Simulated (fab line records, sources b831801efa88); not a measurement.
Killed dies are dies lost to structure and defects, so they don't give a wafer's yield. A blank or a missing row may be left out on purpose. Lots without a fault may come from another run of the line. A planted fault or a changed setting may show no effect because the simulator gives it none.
Which tool did it? | flow sky130 | 11 lots, 33 wafers sampled, at 1 step of a route of 708

WHAT THE GAUGES READ, wafer by wafer
SKY_LI_CONTACT_CD_MEAS_12: target cd 170 nm.
lot  | measured     | on        | cd_nm (nm)
L554 | day 30 12:00 | cd_sem-02 | 168.9 168.1 168.0
L555 | day 31 02:03 | cd_sem-01 | 169.2 168.6 169.0
L556 | day 31 12:03 | cd_sem-02 | 167.2 168.4 167.5
L558 | day 31 19:51 | cd_sem-02 | 165.8 166.3 167.8
L559 | day 32 12:20 | cd_sem-02 | 169.3 169.2 169.9
L561 | day 33 02:14 | cd_sem-01 | 168.9 170.8 171.0
L562 | day 33 06:32 | cd_sem-02 | 168.6 168.0 168.2
L568 | day 35 12:07 | cd_sem-01 | 169.4 170.1 170.4
L569 | day 35 15:54 | cd_sem-01 | 171.6 172.3 172.5
L573 | day 36 19:15 | cd_sem-02 | 169.8 168.1 168.2
L575 | day 36 23:58 | cd_sem-02 | 172.8 172.1 174.1

WHICH TOOL RAN EACH LOT (tool, then ch and the chambers of the sampled wafers, then the start)
The record holds no process step before these readings.

THE ANSWER, worked out from the rows above alone
Rule: what is usual is taken from the lots themselves. Put in order of their means at a reading, lots are off if they are a third of the lots or fewer, leave a main group of 4 or more, and stand apart from it by a gap of 3 or more times the standard deviation of the main group's means; of several such gaps the widest counts. A main group whose means are all the same, to the digits that the tables above print for the reading, isn't used. A lot without any number at a reading at which 4 lots or more have one is off too. The other lots that the step has rows for count as sound.
No lot is off at any reading shown: from this, nothing can be told.

WHAT THE SIMULATOR HAD PUT IN
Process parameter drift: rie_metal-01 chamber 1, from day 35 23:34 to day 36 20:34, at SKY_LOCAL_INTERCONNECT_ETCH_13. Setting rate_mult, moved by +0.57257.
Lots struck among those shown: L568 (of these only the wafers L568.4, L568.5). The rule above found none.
